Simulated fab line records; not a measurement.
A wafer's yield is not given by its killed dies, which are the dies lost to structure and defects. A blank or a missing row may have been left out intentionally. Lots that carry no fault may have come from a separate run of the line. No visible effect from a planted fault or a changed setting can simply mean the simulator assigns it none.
fab line records    flow gf180mcu
record: lots: 6  wafers: 18  lastDay: 33
route steps=602 shown HV_LDD@194
lots with no fault: from the same line, run without faults
startH: hours from the record's opening day to when the first of the lot's shown wafers began    waitH: hours from the lot's prior step to this one    " unchanged from the row above    L1.1+2: several wafers, shown together as one row    - no value present, or no start provided    * or withheld: withheld    < > ~ a bound
route shown NAME@n: a module of which the file shows steps, and the number in the route of the first    usual: mean and standard deviation over wafers with no fault    same: alike in all rows    chamber/n: place in a boat    sites: readings site by site    _std_site: standard deviation of those values    _edge_site: inner sites' mean taken away from outer sites' mean    radiusMm: how far each site lies from the wafer's centre    mask NAME#n: copy n    behind: the most recent tool/chamber to have shaped the wafer    hold: why the lot went on hold/how many hours it stayed there/how the hold came to an end    device: transistor that didn't switch, given as n, p or np    end of line: at the end of the route, the tests of the same wafers    for a step that has no rows: nothing shown but its recipe    killed: count of dies lost to structure and defects at first sort (not the wafer's yield)    map: per-die view of a wafer (x killed, . not killed, _ where there is no die)
set.NAME: the setting as run; set.NAME@STEP: as run at that earlier step    model.NAME: the simulator's own value behind a step, which no gauge read
a table for each step, a row for each wafer; lots at some steps of the route
services: a tool's chamber out of use, with start hour (startH, from the record's first day; less than 0 if before it), hours out, and reason
== steps ==
step: GF_HV_LDD_DEVELOP_18
recipe: developTimeS: 60  devTempC: 23
step: GF_HV_LDD_CD_MEAS_19
recipe: targetCdNm: 400
usual: cdNm: 400.2/2.2
lot.wafer  tool      chamber  startH  waitH  cdNm
L790.2     cdSem-01  -        317.15  0.1    402.7
L790.3     "         -        "       "      400.6
L790.5     "         -        "       "      399.5
L794.2     cdSem-01  -        348.44  0.1    401.9
L794.3     "         -        "       "      403.1
L794.5     "         -        "       "      402.6
L796.2     cdSem-01  -        365.22  0.1    399.9
L796.3     "         -        "       "      399.3
L796.5     "         -        "       "      400.1
L797.2     cdSem-01  -        371.90  0.1    398.0
L797.4     "         -        "       "      396.7
L797.6     "         -        "       "      398.1
L798.1     cdSem-01  -        379.90  0.1    398.5
L798.2     "         -        "       "      399.3
L798.6     "         -        "       "      399.1
L799.1     cdSem-01  -        389.52  0.1    404.1
L799.2     "         -        "       "      404.7
L799.4     "         -        "       "      402.5
step: GF_HV_LDD_OVL_MEAS_20
usual: HV_LDD_01_OVL: -0.7/1.5
lot.wafer  tool        chamber  startH  waitH  HV_LDD_01_OVL[nm]
L790.2     overlay-01  -        317.25  0.1    0.6
L790.3     "           -        "       "      1.0
L790.5     "           -        "       "      0.5
L794.2     overlay-01  -        348.55  0.1    -0.6
L794.3     "           -        "       "      -0.3
L794.5     "           -        "       "      -0.2
L796.2     overlay-02  -        365.32  0.1    -2.9
L796.3     "           -        "       "      -3.4
L796.5     "           -        "       "      -3.9
L797.2     overlay-01  -        372.00  0.1    -1.8
L797.4     "           -        "       "      -4.0
L797.6     "           -        "       "      -5.2
L798.1     overlay-01  -        380.02  0.1    0.3
L798.2     "           -        "       "      0.0
L798.6     "           -        "       "      -0.9
L799.1     overlay-02  -        389.64  0.1    -1.6
L799.2     "           -        "       "      -1.5
L799.4     "           -        "       "      -0.4
step: GF_HV_LDD_IMPLANT_21
recipe: species: BF2  energyKev: 25  doseCm2: 5e+13  tiltDeg: 7
step: GF_HV_LDD_STRIP_22
recipe: chemistry: O2/N2  powerW: 1400  pressureMtorr: 1500  platenTempC: 250  o2FlowSccm: 3000  n2FlowSccm: 300  overashFraction: 0.5
usual: drypumpMotorCurrentA: 5.7/0.65  heaterPowerW: 330/33  oesProductAu: 0.716/0.0042  stripTimeToEndpointS: 12.55/0.036
lot.wafer  tool            chamber  startH  waitH  drypumpMotorCurrentA  heaterPowerW  oesProductAu  rfHoursCounterH  stripTimeToEndpointS
L790.2     plasmaAsher-01  1        317.43  0.1    5.6                   366           0.720         71               12.55
L790.3     "               0        "       "      6.8                   326           0.712         -                12.54
L790.5     "               1        "       "      5.6                   385           0.716         -                12.52
L794.2     plasmaAsher-03  1        348.73  0.1    5.0                   299           0.717         67               12.62
L794.3     "               0        "       "      4.9                   288           0.722         -                12.65
L794.5     "               1        "       "      5.0                   297           0.715         -                12.64
L796.2     plasmaAsher-02  0        365.50  0.1    6.3                   364           0.710         57               12.51
L796.3     "               0        "       "      6.3                   376           0.714         -                12.50
L796.5     "               1        "       "      5.9                   317           0.715         -                12.53
L797.2     plasmaAsher-02  1        372.18  0.1    6.0                   314           0.712         58               12.54
L797.4     "               1        "       "      6.0                   316           0.712         -                12.53
L797.6     "               1        "       "      6.0                   320           0.706         -                12.50
L798.1     plasmaAsher-01  0        380.20  0.1    6.8                   317           0.720         77               12.49
L798.2     "               1        "       "      5.6                   378           0.718         77               12.49
L798.6     "               1        "       "      5.6                   375           0.719         -                12.49
L799.1     plasmaAsher-02  1        389.83  0.1    6.0                   328           0.716         60               12.54
L799.2     "               0        "       "      6.3                   372           0.708         60               12.55
L799.4     "               0        "       "      6.3                   379           0.723         -                12.54
step: GF_HV_LDD_TW_MEAS_23
usual: HV_LDD_2_TW: 1061/16
lot.wafer  tool          chamber  startH  waitH  HV_LDD_2_TW
L790.2     filmMetro-02  -        317.54  0.1    1055
L790.3     "             -        "       "      1056
L790.5     "             -        "       "      1058
L794.2     filmMetro-03  -        348.84  0.1    1083
L794.3     "             -        "       "      1076
L794.5     "             -        "       "      1079
L796.2     filmMetro-04  -        365.61  0.1    1043
L796.3     "             -        "       "      1042
L796.5     "             -        "       "      1041
L797.2     filmMetro-02  -        372.29  0.1    1053
L797.4     "             -        "       "      1051
L797.6     "             -        "       "      1049
L798.1     filmMetro-02  -        380.30  0.1    1053
L798.2     "             -        "       "      1050
L798.6     "             -        "       "      1050
L799.1     filmMetro-02  -        389.93  0.1    1059
L799.2     "             -        "       "      1052
L799.4     "             -        "       "      1055
step: GF_HV_LDD_DEHYDRATE_24
recipe: tempC: 200  timeS: 60
step: GF_HV_LDD_HMDS_25
recipe: primeTimeS: 60  primeTempC: 120
step: GF_HV_LDD_COAT_26
recipe: resist: NOVOLAK  spinRpm: 3000  resistThkNm: 1000
step: GF_HV_LDD_SOFTBAKE_27
recipe: tempC: 90  timeS: 60  resist: NOVOLAK
step: GF_HV_LDD_EXPOSE_28
recipe: maskId: Nplus_HV_AREA  targetCdNm: 400  na: 0.6  sourceShape: conventional  sigmaOuter: 0.6  doseMj: 140
step: GF_HV_LDD_PEB_29
recipe: tempC: withheld  timeS: *  resist: NOVOLAK
step: GF_HV_LDD_DEVELOP_30
recipe: developTimeS: 60  devTempC: 23
usual: chillPlateTempC: 23.00/0.11  developTimeS: 60/0  exhaustPa: 45.0/0.97  resistLineTempC: 22.99/0.1
lot.wafer  tool           chamber  startH  waitH  chillPlateTempC  developTimeS  exhaustPa  resistLineTempC
L790.2     lithoTrack-03  0        338.00  0.1    22.91            60            44.1       23.02
L790.3     "              0        "       "      22.83            60            44.5       23.12
L790.5     "              0        "       "      23.00            60            45.2       23.08
L794.2     lithoTrack-01  0        370.92  0.1    23.12            60            44.7       22.90
L794.3     "              0        "       "      23.12            60            45.4       22.97
L794.5     "              0        "       "      23.04            60            44.4       22.94
L796.2     lithoTrack-04  -        388.25  0.1    -                -             -          -
L796.3     "              -        "       "      -                -             -          -
L796.5     "              -        "       "      -                -             -          -
L797.2     lithoTrack-01  -        394.77  0.1    -                -             -          -
L797.4     "              -        "       "      -                -             -          -
L797.6     "              -        "       "      -                -             -          -
L798.1     lithoTrack-04  0        403.08  0.1    22.94            60            43.6       22.96
L798.2     "              0        "       "      22.99            60            43.1       23.10
L798.6     "              0        "       "      22.88            60            43.9       23.17
L799.1     lithoTrack-04  0        413.63  0.1    22.95            60            46.3       23.02
L799.2     "              0        "       "      23.11            60            45.4       23.02
L799.4     "              0        "       "      22.76            60            44.4       23.01
step: GF_HV_LDD_CD_MEAS_31
recipe: targetCdNm: 400
usual: cdNm: 399.5/2.6
lot.wafer  tool      chamber  startH  waitH  cdNm
L790.2     cdSem-01  -        338.14  0.1    397.9
L790.3     "         -        "       "      397.8
L790.5     "         -        "       "      397.8
L794.2     cdSem-01  -        371.07  0.1    398.1
L794.3     "         -        "       "      398.0
L794.5     "         -        "       "      399.4
L796.2     cdSem-02  -        388.40  0.1    -
L796.3     "         -        "       "      -
L796.5     "         -        "       "      -
L797.2     cdSem-01  -        394.92  0.1    -
L797.4     "         -        "       "      -
L797.6     "         -        "       "      -
L798.1     cdSem-02  -        403.23  0.1    405.1
L798.2     "         -        "       "      405.5
L798.6     "         -        "       "      402.8
L799.1     cdSem-01  -        413.78  0.1    402.1
L799.2     "         -        "       "      402.5
L799.4     "         -        "       "      399.1
== services ==
tool            chamber  startH  hours  kind
plasmaAsher-03  -        333.60  3.8    repair
plasmaAsher-02  -        394.47  1.5    repair
== key ==
firstSign: step: GF_HV_LDD_DEVELOP_30  reading: toolRecord  direction: missing
effect none on later readings
metAt GF_HV_LDD_DEVELOP_30
struckWafers L796.2,L796.3,L796.5,L797.2,L797.4,L797.6
laterRowsLeftOut L796.2,L796.3,L796.5,L797.2,L797.4,L797.6
sortLeftOut L796.2,L796.3,L796.5,L797.2,L797.4,L797.6
testerLeftOut L796,L797
onsetBetween 370.92 388.25
fault: kind: skippedStepWhole  tool: lithoTrack-01,lithoTrack-04  chamber: -  onsetH: 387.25  steps: GF_HV_LDD_DEVELOP_30  scope: struckLotsOnly
testerLeftOut: of these lots the tester's yield and bins aren't shown, on N5 and GAA mostly nor the transistor test; their killed dies are dies lost to structure and defects alone, not to doping, threshold or leakage, so they don't give the yield
sortLeftOut: the simulated sort isn't trusted on such a fault, so these wafers' sort isn't shown, and their yield isn't known
laterRowsLeftOut: the simulator's readings of these wafers behind a module that went badly wrong aren't trusted and aren't shown, but for the sort
